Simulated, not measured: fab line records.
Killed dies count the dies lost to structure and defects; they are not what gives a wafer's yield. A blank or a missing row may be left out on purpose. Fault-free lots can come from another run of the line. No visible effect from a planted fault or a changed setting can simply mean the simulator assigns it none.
fab line records	flow sfq-line
record: lots: 5	wafers: 23
route steps=325 shown M5@205 R5@217 I5@236 C5@247 M6@255 I6@270 M7@285
start-h: the number of hours between the record's first day and the start of the first shown wafer of the lot	wait-h: time in hours since the lot's previous step	" unchanged from the row above	L1.1+2: several wafers, shown together as one row	- no value, or no start given	* or withheld: withheld	< > ~ a bound
route shown NAME@n: names a module that has steps shown in the file, with the first one's number in the route	usual: mean and standard deviation over wafers with no fault	same: alike in all rows	chamber/n: place in a boat	sites: the reading at each site	_std_site: the standard deviation of these	_edge_site: the outer-site mean with the inner-site mean subtracted	radius-mm: for every site, how far away it sits from the centre of the wafer	mask NAME#n: copy n	behind: the tool/chamber that last shaped the wafer	hold: why the lot went on hold/how many hours it stayed there/how the hold came to an end	device: the transistor (n, p or np) that didn't switch	end of line: the same wafers' tests at the end of the route	a step with no rows: only its recipe	killed: not the wafer's yield, but the dies lost to structure and defects at the first sort	map: shows each die of a wafer: x if killed, . if not, _ if none is there
set.NAME: the setting that was run; set.NAME@STEP: the one run at that earlier step	model.NAME: the simulator's own value behind a step, which no gauge read
lots with deliberately changed settings; one table per step, one row per wafer
== steps ==
step: SFQ_TRILAYER_M5_BARC_OPEN_METAL_ETCH_161
recipe: mask-material: PR	chemistry: O2	target-depth-nm: 125	target: BARC	icp-w: 600	bias-w: 80	pressure-mtorr: 10	time-s: 41.7
lot.wafer	tool	chamber	start-h	wait-h	set.pressure-mtorr
L075.1+3+4+5+6	rie-metal-01	0	1109.04	0.0	9.543
L077.1+4+6	rie-metal-01	0	1114.88	0.0	10
L080.1+2+4+5+6	rie-metal-03	0,1,1,0,1	1148.13	0.0	10.7
L081.2+3+4+5+6	rie-metal-01	1,0,1,0,1	1149.33	0.0	8.546
L083.1+2+3+4+6	rie-metal-03	1,0,0,1,1	1170.28	0.0	10
step: SFQ_TRILAYER_M5_ETCH_METAL_ETCH_126
recipe: target: Nb	stop-on: SiO2	mask-material: PR	over-etch-frac: 0.15	time-s: 203.2	chemistry: Cl2/BCl3	target-depth-nm: 265	icp-w: 600	bias-w: 80	pressure-mtorr: 10
usual: oes-product-au: 0.728/0.0052
lot.wafer	tool	chamber	start-h	wait-h	set.power-w@TRILAYER_JJ_TRILAYER_DEP_SPUTTER_109	oes-product-au	model.M5.feature-depth-nm
L075.1	rie-metal-01	0	1109.16	0.1	2000	0.733	162.9
L075.3	"	0	"	"	2000	0.735	162.2
L075.4	"	0	"	"	2000	0.737	163.3
L075.5	"	0	"	"	2000	0.733	162.8
L075.6	"	0	"	"	2000	0.728	164
L077.1	rie-metal-01	0	1114.99	0.1	2000	0.733	163.2
L077.4	"	0	"	"	2000	0.736	163.5
L077.6	"	0	"	"	2000	0.728	161.8
L080.1	rie-metal-03	0	1148.18	0.0	2223	0.772	181.6
L080.2	"	1	"	"	2000	0.731	165.3
L080.4	"	1	"	"	2000	0.731	164.1
L080.5	"	0	"	"	2223	0.769	178.3
L080.6	"	1	"	"	2000	0.743	165.2
L081.2	rie-metal-01	1	1149.38	0.0	2000	0.728	162.3
L081.3	"	0	"	"	2000	0.730	163.4
L081.4	"	1	"	"	2000	0.732	162.4
L081.5	"	0	"	"	2000	0.732	163.5
L081.6	"	1	"	"	2000	0.732	162.5
L083.1	rie-metal-03	1	1170.34	0.0	2000	0.729	160.1
L083.2	"	0	"	"	2000	0.733	160.8
L083.3	"	0	"	"	1823	0.700	147.4
L083.4	"	1	"	"	2000	0.730	161.4
L083.6	"	1	"	"	1823	0.695	147.1
step: SFQ_TRILAYER_R5_LITHO_COAT_141
recipe: resist: BARC	spin-rpm: 3000	resist-thk-nm: 62
lot.wafer	tool	chamber	start-h	wait-h	set.resist-thk-nm	model.BARC_of_TRILAYER_R5_LITHO_COAT_141.thk-nm
L075.1	litho-track-04	0	1157.62	0.1	64.2	64.24
L075.3	"	0	"	"	64.2	64.38
L075.4	"	0	"	"	62	62.24
L075.5	"	0	"	"	62	62.14
L075.6	"	0	"	"	64.2	64.49
L077.1	litho-track-01	0	1163.62	0.1	62	61.86
L077.4	"	0	"	"	62	61.72
L077.6	"	0	"	"	62	61.84
L080.1	litho-track-02	0	1196.62	0.1	62	62.04
L080.2	"	0	"	"	59.46	59.71
L080.4	"	0	"	"	62	62.25
L080.5	"	0	"	"	59.46	59.64
L080.6	"	0	"	"	62	62.15
L081.2	litho-track-01	0	1197.78	0.1	62	61.63
L081.3	"	0	"	"	62	61.86
L081.4	"	0	"	"	62	61.77
L081.5	"	0	"	"	63.99	63.7
L081.6	"	0	"	"	63.99	63.75
L083.1	litho-track-02	0	1215.73	0.1	65.69	65.74
L083.2	"	0	"	"	65.69	65.57
L083.3	"	0	"	"	65.69	65.93
L083.4	"	0	"	"	62	62
L083.6	"	0	"	"	62	62.02
step: SFQ_TRILAYER_R5_BARC_OPEN_METAL_ETCH_177
recipe: mask-material: PR	chemistry: O2	target-depth-nm: 125	target: BARC	icp-w: 600	bias-w: 80	pressure-mtorr: 10	time-s: 41.7
lot.wafer	tool	chamber	start-h	wait-h	set.time-s	set.resist-thk-nm@TRILAYER_R5_LITHO_COAT_141	model.KrF_of_TRILAYER_R5_LITHO_COAT_136.thk-nm	model.etch.depth-nm
L075.1	rie-metal-01	0	1221.83	0.0	44.46	64.2	523.5	-
L075.3	"	1	"	"	41.7	64.2	524.5	64.38
L075.4	"	0	"	"	44.46	62	523	-
L075.5	"	0	"	"	44.46	62	522.6	-
L075.6	"	1	"	"	41.7	64.2	525.3	-
L077.1	rie-metal-01	1	1229.03	0.0	41.7	62	523.6	61.86
L077.4	"	0	"	"	41.7	62	523.3	61.72
L077.6	"	0	"	"	41.7	62	522.4	61.84
L080.1	rie-metal-01	1	1260.67	0.0	46	62	514	-
L080.2	"	0	"	"	46	59.46	516.2	-
L080.4	"	0	"	"	41.7	62	521.8	62.25
L080.5	"	0	"	"	41.7	59.46	521.8	-
L080.6	"	1	"	"	46	62	514.2	-
L081.2	rie-metal-01	0	1263.03	0.0	41.7	62	525.3	61.63
L081.3	"	1	"	"	46.98	62	516.5	61.86
L081.4	"	0	"	"	46.98	62	517.2	61.77
L081.5	"	1	"	"	46.98	63.99	516.6	63.7
L081.6	"	0	"	"	41.7	63.99	522.4	63.75
L083.1	rie-metal-03	0	1284.63	0.0	41.7	65.69	521.4	65.74
L083.2	"	1	"	"	41.7	65.69	521.5	-
L083.3	"	1	"	"	38.66	65.69	523.5	-
L083.4	"	0	"	"	41.7	62	521.5	62
L083.6	"	0	"	"	38.66	62	527	-
step: SFQ_TRILAYER_R5_ETCH_METAL_ETCH_139
recipe: stop-on: SiO2	mask-material: PR	chemistry: Cl2	target-depth-nm: 60	icp-w: 600	bias-w: 80	pressure-mtorr: 10	time-s: 40
lot.wafer	tool	chamber	start-h	wait-h	set.time-s@TRILAYER_R5_BARC_OPEN_METAL_ETCH_177	model.KrF_of_TRILAYER_R5_LITHO_COAT_136.thk-nm
L075.1	rie-metal-01	0	1221.89	0.0	44.46	499.5
L075.3	"	1	"	"	41.7	500.1
L075.4	"	0	"	"	44.46	499.1
L075.5	"	0	"	"	44.46	498.9
L075.6	"	1	"	"	41.7	500.9
L077.1	rie-metal-01	1	1229.09	0.0	41.7	499
L077.4	"	0	"	"	41.7	499.1
L077.6	"	0	"	"	41.7	498.2
L080.1	rie-metal-01	1	1260.73	0.0	46	490.1
L080.2	"	0	"	"	46	492.3
L080.4+5	"	0	"	"	41.7	497.9
L080.6	"	1	"	"	46	490.4
L081.2	rie-metal-01	0	1263.09	0.0	41.7	501.4
L081.3	"	1	"	"	46.98	492.3
L081.4	"	0	"	"	46.98	493.1
L081.5	"	1	"	"	46.98	492.4
L081.6	"	0	"	"	41.7	498.2
L083.1	rie-metal-03	0	1284.69	0.0	41.7	497.7
L083.2	"	1	"	"	41.7	497.2
L083.3	"	1	"	"	38.66	499.4
L083.4	"	0	"	"	41.7	497.5
L083.6	"	0	"	"	38.66	503.3
step: SFQ_TRILAYER_I5_BARC_OPEN_VIA_ETCH_200
recipe: mask-material: PR	chemistry: O2	target-depth-nm: 125	target: BARC	source-w: 500	bias-w: 80	pressure-mtorr: 30	time-s: 41.7
usual: oes-product-au: 0.685/0.0043
lot.wafer	tool	chamber	start-h	wait-h	set.time-s	oes-product-au	model.KrF_of_TRILAYER_I5_LITHO_COAT_144.thk-nm
L075.1	rie-diel-04	3	1273.99	0.0	41.7	0.694	575.1
L075.3	"	0	"	"	47.13	0.670	568.1
L075.4	"	2	"	"	47.13	0.667	566.7
L075.5	"	2	"	"	41.7	0.686	574.5
L075.6	"	3	"	"	47.13	0.669	566.7
L077.1	rie-diel-02	2	1283.59	0.0	41.7	0.685	573.8
L077.4	"	1	"	"	41.7	0.696	572.1
L077.6	"	0	"	"	41.7	0.690	576
L080.1	rie-diel-02	3	1342.04	0.0	41.7	0.685	570.9
L080.2	"	0	"	"	41.7	0.683	573.3
L080.4	"	2	"	"	41.7	0.686	572.3
L080.5	"	2	"	"	41.7	0.685	572.4
L080.6	"	3	"	"	41.7	0.679	571.6
L081.2	rie-diel-04	1	1343.24	0.0	38.43	0.704	576.8
L081.3	"	3	"	"	41.7	0.683	570.9
L081.4	"	3	"	"	38.43	0.711	575.5
L081.5	"	1	"	"	38.43	0.709	574.4
L081.6	"	0	"	"	41.7	0.691	571.9
L083.1	rie-diel-01	2	1362.44	0.0	41.7	0.687	571.3
L083.2	"	3	"	"	43.29	0.683	568
L083.3	"	0	"	"	43.29	0.679	566.5
L083.4	"	1	"	"	41.7	0.687	569.1
L083.6	"	1	"	"	43.29	0.682	563.3
step: SFQ_TRILAYER_C5_BARC_OPEN_VIA_ETCH_210
recipe: mask-material: PR	chemistry: O2	target-depth-nm: 125	target: BARC	source-w: 500	bias-w: 80	pressure-mtorr: 30	time-s: 41.7
usual: oes-product-au: 0.685/0.0042
lot.wafer	tool	chamber	start-h	wait-h	set.time-s	oes-product-au
L075.1	rie-diel-03	3	1353.55	0.0	41.7	0.688
L075.3	"	2	"	"	41.7	0.681
L075.4	"	3	"	"	41.7	0.683
L075.5	"	1	"	"	41.7	0.691
L075.6	"	2	"	"	41.7	0.683
L077.1	rie-diel-01	0	1366.75	0.0	41.7	0.683
L077.4	"	2	"	"	41.7	0.688
L077.6	"	3	"	"	41.7	0.680
L080.1	rie-diel-02	3	1409.95	0.0	41.7	0.687
L080.2	"	2	"	"	43.66	0.671
L080.4	"	1	"	"	43.66	0.676
L080.5	"	2	"	"	43.66	0.686
L080.6	"	1	"	"	41.7	0.687
L081.2	rie-diel-03	0	1412.35	0.0	41.7	0.685
L081.3	"	2	"	"	41.7	0.686
L081.4	"	3	"	"	41.7	0.684
L081.5	"	0	"	"	41.7	0.682
L081.6	"	1	"	"	41.7	0.689
L083.1	rie-diel-01	1	1427.95	0.0	41.7	0.688
L083.2	"	0	"	"	35.49	0.746
L083.3	"	3	"	"	41.7	0.682
L083.4	"	1	"	"	41.7	0.681
L083.6	"	3	"	"	35.49	0.737
step: SFQ_TRILAYER_M6_LITHO_COAT_164
recipe: resist: BARC	spin-rpm: 3000	resist-thk-nm: 62
lot.wafer	tool	chamber	start-h	wait-h	set.resist-thk-nm	model.BARC_of_TRILAYER_M6_LITHO_COAT_164.thk-nm
L075.1	litho-track-03	0	1354.72	0.1	59.97	59.67
L075.3	"	0	"	"	62	61.71
L075.4	"	0	"	"	59.97	59.74
L075.5	"	0	"	"	62	61.72
L075.6	"	0	"	"	62	61.6
L077.1	litho-track-01	0	1367.92	0.1	62	62.13
L077.4	"	0	"	"	62	62.1
L077.6	"	0	"	"	62	62.18
L080.1	litho-track-03	0	1411.12	0.1	62	62.16
L080.2	"	0	"	"	62	62.01
L080.4	"	0	"	"	62	62.09
L080.5	"	0	"	"	62	61.99
L080.6	"	0	"	"	62	62.2
L081.2	litho-track-02	0	1414.17	0.1	59.42	59.31
L081.3	"	0	"	"	59.42	59.45
L081.4	"	0	"	"	62	61.84
L081.5	"	0	"	"	62	61.94
L081.6	"	0	"	"	59.42	59.15
L083.1	litho-track-01	0	1429.12	0.1	62	61.64
L083.2	"	0	"	"	63.12	62.63
L083.3	"	0	"	"	63.12	62.75
L083.4	"	0	"	"	63.12	62.83
L083.6	"	0	"	"	62	61.67
step: SFQ_TRILAYER_M6_LITHO_EXPOSE_160
recipe: mask-id: M6	na: 0.6	source-shape: conventional	sigma-outer: 0.65	target-cd-nm: 500	dose-mj: 14.4
lot.wafer	tool	chamber	start-h	wait-h	mask	set.dose-mj
L075.1+6	krf-scanner-02	0	1428.33	-	M6#0	14.4
L075.3+4+5	"	0	"	"	M6#0	14.92
L077.1+4+6	krf-scanner-02	0	1441.53	-	M6#0	14.4
L080.1+2+5	krf-scanner-02	0	1487.88	-	M6#0	13.88
L080.4+6	"	0	"	"	M6#0	14.4
L081.2+3+5	krf-scanner-02	0	1490.48	-	M6#0	15.46
L081.4+6	"	0	"	"	M6#0	14.4
L083.1+3	krf-scanner-02	0	1505.98	-	M6#0	14.4
L083.2+4+6	"	0	"	"	M6#0	15.17
step: SFQ_TRILAYER_M6_LITHO_PEB_162
recipe: peb-temp-c: 115	peb-time-s: 60	resist: KrF
step: SFQ_TRILAYER_M6_LITHO_DEVELOP_161
recipe: time-s: 60	resist: KrF
step: SFQ_TRILAYER_M6_BARC_OPEN_METAL_ETCH_206
recipe: mask-material: PR	chemistry: O2	target-depth-nm: 125	target: BARC	icp-w: 600	bias-w: 80	pressure-mtorr: 10	time-s: 41.7
lot.wafer	tool	chamber	start-h	wait-h	set.resist-thk-nm@TRILAYER_M6_LITHO_COAT_164	set.dose-mj@TRILAYER_M6_LITHO_EXPOSE_160	model.M6.cd-nm	model.etch.depth-nm
L075.1	rie-metal-01	1	1429.86	0.0	59.97	14.4	499.4	-
L075.3	"	0	"	"	62	14.92	493.6	61.71
L075.4	"	1	"	"	59.97	14.92	494.8	-
L075.5	"	1	"	"	62	14.92	494.1	-
L075.6	"	0	"	"	62	14.4	498.4	-
L077.1	rie-metal-04	0	1443.06	0.0	62	14.4	501.8	62.13
L077.4	"	1	"	"	62	14.4	500.2	62.1
L077.6	"	0	"	"	62	14.4	501.9	62.18
L080.1	rie-metal-01	1	1489.41	0.0	62	13.88	505	-
L080.2	"	0	"	"	62	13.88	505.2	-
L080.4	"	0	"	"	62	14.4	499.8	62.09
L080.5	"	1	"	"	62	13.88	504.9	-
L080.6	"	0	"	"	62	14.4	499.3	-
L081.2	rie-metal-03	0	1491.81	0.0	59.42	15.46	488.7	59.31
L081.3	"	1	"	"	59.42	15.46	489.3	59.45
L081.4	"	0	"	"	62	14.4	500.9	61.84
L081.5	"	1	"	"	62	15.46	489.2	61.94
L081.6	"	0	"	"	59.42	14.4	501.2	59.15
L083.1	rie-metal-03	1	1507.51	0.0	62	14.4	499.4	61.64
L083.2	"	0	"	"	63.12	15.17	493.4	-
L083.3	"	1	"	"	63.12	14.4	500	-
L083.4	"	0	"	"	63.12	15.17	491.8	62.83
L083.6	"	1	"	"	62	15.17	489.7	-
step: SFQ_TRILAYER_I6_VIA_LITHO_COAT_174
recipe: resist: BARC	spin-rpm: 3000	resist-thk-nm: 62
lot.wafer	tool	chamber	start-h	wait-h	set.spin-rpm	model.BARC_of_TRILAYER_I6_VIA_LITHO_COAT_174.thk-nm
L075.1	litho-track-01	0	1450.79	1.0	3097	60.71
L075.3	"	0	"	"	3000	61.67
L075.4	"	0	"	"	3097	60.73
L075.5	"	0	"	"	3097	60.91
L075.6	"	0	"	"	3000	61.82
L077.1	litho-track-04	0	1463.81	1.0	3000	61.73
L077.4	"	0	"	"	3000	61.81
L077.6	"	0	"	"	3000	61.53
L080.1	litho-track-04	0	1505.18	1.0	2927	63.19
L080.2	"	0	"	"	2927	63.04
L080.4	"	0	"	"	3000	62.37
L080.5	"	0	"	"	3000	62.25
L080.6	"	0	"	"	2927	63
L081.2	litho-track-01	0	1508.43	0.8	3198	59.94
L081.3	"	0	"	"	3000	62.15
L081.4	"	0	"	"	3000	61.9
L081.5	"	0	"	"	3198	59.84
L081.6	"	0	"	"	3000	62.05
L083.1	litho-track-01	0	1519.31	1.0	3000	62.14
L083.2	"	0	"	"	3000	62.07
L083.3	"	0	"	"	3000	61.99
L083.4	"	0	"	"	3000	62.27
L083.6	"	0	"	"	3000	62.31
step: SFQ_TRILAYER_I6_VIA_LITHO_PEB_172
recipe: peb-temp-c: 115	peb-time-s: 60	resist: KrF
lot.wafer	tool	chamber	start-h	wait-h	set.peb-time-s
L075.1+5	litho-track-04	0	1497.22	1.0	53.51
L075.3+4+6	"	0	"	"	60
L077.1+4+6	litho-track-04	0	1512.27	1.0	60
L080.1+2+4+5+6	litho-track-01	0	1561.00	1.0	60
L081.2+3+4+5+6	litho-track-04	0	1563.42	0.8	60
L083.1+2	litho-track-01	0	1576.60	1.0	60
L083.3+4+6	"	0	"	"	53.44
step: SFQ_TRILAYER_I6_VIA_LITHO_DEVELOP_171
recipe: time-s: 60	resist: KrF
step: SFQ_TRILAYER_I6_VIA_BARC_OPEN_VIA_ETCH_235
recipe: mask-material: PR	chemistry: O2	target-depth-nm: 125	target: BARC	source-w: 500	bias-w: 80	pressure-mtorr: 30	time-s: 41.7
lot.wafer	tool	chamber	start-h	wait-h	set.peb-time-s@TRILAYER_I6_VIA_LITHO_PEB_172	model.I6.cd-nm
L075.1	rie-diel-04	0	1497.55	0.0	53.51	683.6
L075.3	"	2	"	"	60	699.5
L075.4	"	1	"	"	60	699.4
L075.5	"	2	"	"	53.51	683.7
L075.6	"	1	"	"	60	700.5
L077.1	rie-diel-03	1	1512.60	0.0	60	699.6
L077.4	"	3	"	"	60	700.4
L077.6	"	1	"	"	60	700.6
L080.1	rie-diel-03	1	1561.34	0.0	60	700.8
L080.2	"	3	"	"	60	701.3
L080.4	"	0	"	"	60	701.2
L080.5	"	0	"	"	60	700.1
L080.6	"	3	"	"	60	700.2
L081.2	rie-diel-02	2	1563.74	0.0	60	698.9
L081.3	"	0	"	"	60	700.9
L081.4	"	1	"	"	60	699.7
L081.5	"	2	"	"	60	699.9
L081.6	"	3	"	"	60	701.3
L083.1	rie-diel-02	3	1576.94	0.0	60	700.4
L083.2	"	1	"	"	60	699.5
L083.3	"	2	"	"	53.44	681.1
L083.4	"	0	"	"	53.44	682.7
L083.6	"	2	"	"	53.44	681
step: SFQ_TRILAYER_I6_VIA_ETCH_VIA_ETCH_172
recipe: target: SiO2	stop-on: Nb	mask-material: PR	taper-deg: 20	chemistry: CHF3	target-depth-nm: 260	source-w: 500	bias-w: 80	pressure-mtorr: 30	time-s: withheld
lot.wafer	tool	chamber	start-h	wait-h	set.peb-time-s@TRILAYER_I6_VIA_LITHO_PEB_172	model.I6.cd-nm
L075.1	rie-diel-04	0	1497.59	0.0	*	683.1
L075.3	"	2	"	"	*	700.1
L075.4	"	1	"	"	*	698.1
L075.5	"	2	"	"	*	683.8
L075.6	"	1	"	"	*	700.6
L077.1	rie-diel-03	1	1512.64	0.0	*	698.3
L077.4	"	3	"	"	*	701.7
L077.6	"	1	"	"	*	699.8
L080.1	rie-diel-03	1	1561.38	0.0	*	698.3
L080.2	"	3	"	"	*	699.3
L080.4	"	0	"	"	*	700.6
L080.5	"	0	"	"	*	699.5
L080.6	"	3	"	"	*	700
L081.2	rie-diel-02	2	1563.78	0.0	*	699
L081.3	"	0	"	"	*	702.5
L081.4	"	1	"	"	*	697.5
L081.5	"	2	"	"	*	700.3
L081.6	"	3	"	"	*	702
L083.1	rie-diel-02	3	1576.98	0.0	*	702.5
L083.2	"	1	"	"	*	698.1
L083.3	"	2	"	"	*	683
L083.4	"	0	"	"	*	685.5
L083.6	"	2	"	"	*	682.9
step: SFQ_TRILAYER_M7_LITHO_COAT_182
recipe: resist: BARC	spin-rpm: 3000	resist-thk-nm: 62
lot.wafer	tool	chamber	start-h	wait-h	set.resist-thk-nm	model.BARC_of_TRILAYER_M7_LITHO_COAT_182.thk-nm
L075.1	litho-track-03	0	1499.06	0.3	62	61.76
L075.3	"	0	"	"	62	61.71
L075.4	"	0	"	"	62	61.65
L075.5	"	0	"	"	65.13	64.98
L075.6	"	0	"	"	65.13	64.8
L077.1	litho-track-03	0	1513.83	0.1	62	62.12
L077.4	"	0	"	"	62	62.09
L077.6	"	0	"	"	62	62.28
L080.1	litho-track-02	0	1562.58	0.1	60.26	60.36
L080.2	"	0	"	"	62	62
L080.4	"	0	"	"	60.26	60.32
L080.5	"	0	"	"	62	62.1
L080.6	"	0	"	"	60.26	60.27
L081.2	litho-track-03	0	1565.01	0.1	62	62.07
L081.3	"	0	"	"	63.61	63.46
L081.4	"	0	"	"	62	61.61
L081.5	"	0	"	"	62	61.81
L081.6	"	0	"	"	63.61	63.25
L083.1	litho-track-02	0	1578.18	0.1	62	61.79
L083.2	"	0	"	"	61.05	60.97
L083.3	"	0	"	"	62	61.9
L083.4	"	0	"	"	62	61.91
L083.6	"	0	"	"	61.05	60.84
step: SFQ_TRILAYER_M7_LITHO_PEB_180
recipe: peb-temp-c: 115	peb-time-s: 60	resist: KrF
lot.wafer	tool	chamber	start-h	wait-h	set.peb-temp-c
L075.1+3+4+5+6	litho-track-03	0	1571.78	1.0	115
L077.1+4+6	litho-track-03	0	1582.58	1.0	115
L080.1+4+5	litho-track-03	0	-	-	118.3
L080.2+6	"	0	"	"	115
L081.2+3+4+5+6	litho-track-02	0	1619.28	0.8	115
L083.1+4+6	litho-track-04	0	1631.25	1.0	112.6
L083.2+3	"	0	"	"	115
step: SFQ_TRILAYER_M7_LITHO_DEVELOP_179
recipe: time-s: 60	resist: KrF
step: SFQ_TRILAYER_M7_BARC_OPEN_METAL_ETCH_229
recipe: mask-material: PR	chemistry: O2	target-depth-nm: 125	target: BARC	icp-w: 600	bias-w: 80	pressure-mtorr: 10	time-s: 41.7
lot.wafer	tool	chamber	start-h	wait-h	set.peb-temp-c@TRILAYER_M7_LITHO_PEB_180	model.M7.cd-nm
L075.1	rie-metal-04	0	1572.11	0.0	115	498.4
L075.3	"	0	"	"	115	497.3
L075.4	"	1	"	"	115	499.3
L075.5	"	0	"	"	115	498.3
L075.6	"	1	"	"	115	498.8
L077.1	rie-metal-03	0	1582.91	0.0	115	496.2
L077.4	"	1	"	"	115	497.7
L077.6	"	1	"	"	115	498
L080.1	rie-metal-03	0	1617.25	0.0	118.3	447.6
L080.2	"	1	"	"	115	502.7
L080.4	"	1	"	"	118.3	449.3
L080.5	"	0	"	"	118.3	448.5
L080.6	"	1	"	"	115	501.6
L081.2	rie-metal-03	1	1619.59	0.0	115	500.4
L081.3	"	0	"	"	115	501.7
L081.4	"	1	"	"	115	500.8
L081.5	"	0	"	"	115	501.8
L081.6	"	1	"	"	115	500.3
L083.1	rie-metal-04	0	1631.59	0.0	112.6	547.3
L083.2	"	1	"	"	115	500.8
L083.3	"	0	"	"	115	499.1
L083.4	"	1	"	"	112.6	549.1
L083.6	"	1	"	"	112.6	547.5
== key ==
split: step: SFQ_TRILAYER_M5_BARC_OPEN_METAL_ETCH_161	setting: pressure-mtorr	stated: 10	by: lot
response none clear
split: step: SFQ_TRILAYER_R5_LITHO_COAT_141	setting: resist-thk-nm	stated: 62	by: wafer
response: step: SFQ_TRILAYER_R5_LITHO_COAT_141	reading: model.BARC_of_TRILAYER_R5_LITHO_COAT_141.thk-nm	change: +0.618	per: 1%	r: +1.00
response: step: SFQ_TRILAYER_R5_BARC_OPEN_METAL_ETCH_177	reading: model.etch.depth-nm	change: +0.622	per: 1%	r: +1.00
split: step: SFQ_TRILAYER_R5_BARC_OPEN_METAL_ETCH_177	setting: time-s	stated: 41.7	by: wafer
response: step: SFQ_TRILAYER_R5_BARC_OPEN_METAL_ETCH_177	reading: model.KrF_of_TRILAYER_R5_LITHO_COAT_136.thk-nm	change: -0.556	per: 1%	r: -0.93
response: step: SFQ_TRILAYER_R5_ETCH_METAL_ETCH_139	reading: model.KrF_of_TRILAYER_R5_LITHO_COAT_136.thk-nm	change: -0.552	per: 1%	r: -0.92
split: step: SFQ_TRILAYER_I5_BARC_OPEN_VIA_ETCH_200	setting: time-s	stated: 41.7	by: wafer
response: step: SFQ_TRILAYER_I5_BARC_OPEN_VIA_ETCH_200	reading: oes-product-au	change: -0.00187	per: 1%	r: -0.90
response: step: SFQ_TRILAYER_I5_BARC_OPEN_VIA_ETCH_200	reading: model.KrF_of_TRILAYER_I5_LITHO_COAT_144.thk-nm	change: -0.604	per: 1%	r: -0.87
split: step: SFQ_TRILAYER_C5_BARC_OPEN_VIA_ETCH_210	setting: time-s	stated: 41.7	by: wafer
response: step: SFQ_TRILAYER_C5_BARC_OPEN_VIA_ETCH_210	reading: oes-product-au	change: -0.00368	per: 1%	r: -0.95
split: step: SFQ_TRILAYER_M6_LITHO_COAT_164	setting: resist-thk-nm	stated: 62	by: wafer
response: step: SFQ_TRILAYER_M6_LITHO_COAT_164	reading: model.BARC_of_TRILAYER_M6_LITHO_COAT_164.thk-nm	change: +0.613	per: 1%	r: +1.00
response: step: SFQ_TRILAYER_M6_BARC_OPEN_METAL_ETCH_206	reading: model.etch.depth-nm	change: +0.624	per: 1%	r: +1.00
split: step: SFQ_TRILAYER_M6_LITHO_EXPOSE_160	setting: dose-mj	stated: 14.4	by: wafer
response: step: SFQ_TRILAYER_M6_BARC_OPEN_METAL_ETCH_206	reading: model.M6.cd-nm	change: -1.55	per: 1%	r: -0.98
split: step: SFQ_TRILAYER_I6_VIA_LITHO_COAT_174	setting: spin-rpm	stated: 3000	by: wafer
response: step: SFQ_TRILAYER_I6_VIA_LITHO_COAT_174	reading: model.BARC_of_TRILAYER_I6_VIA_LITHO_COAT_174.thk-nm	change: -0.319	per: 1%	r: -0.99
split: step: SFQ_TRILAYER_I6_VIA_LITHO_PEB_172	setting: peb-time-s	stated: 60	by: wafer
response: step: SFQ_TRILAYER_I6_VIA_BARC_OPEN_VIA_ETCH_235	reading: model.I6.cd-nm	change: +1.59	per: 1%	r: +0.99
response: step: SFQ_TRILAYER_I6_VIA_ETCH_VIA_ETCH_172	reading: model.I6.cd-nm	change: +1.5	per: 1%	r: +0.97
split: step: SFQ_TRILAYER_M7_LITHO_COAT_182	setting: resist-thk-nm	stated: 62	by: wafer
response: step: SFQ_TRILAYER_M7_LITHO_COAT_182	reading: model.BARC_of_TRILAYER_M7_LITHO_COAT_182.thk-nm	change: +0.621	per: 1%	r: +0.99
split: step: SFQ_TRILAYER_M7_LITHO_PEB_180	setting: peb-temp-c	stated: 115	by: wafer
response: step: SFQ_TRILAYER_M7_BARC_OPEN_METAL_ETCH_229	reading: model.M7.cd-nm	change: -20.2	per: 1%	r: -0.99
split outside-this-file step=SFQ_TRILAYER_JJ_TRILAYER_DEP_SPUTTER_109 setting=power-w
split outside-this-file: this setting was split too, and the file shows its column; the key of that split is in another file
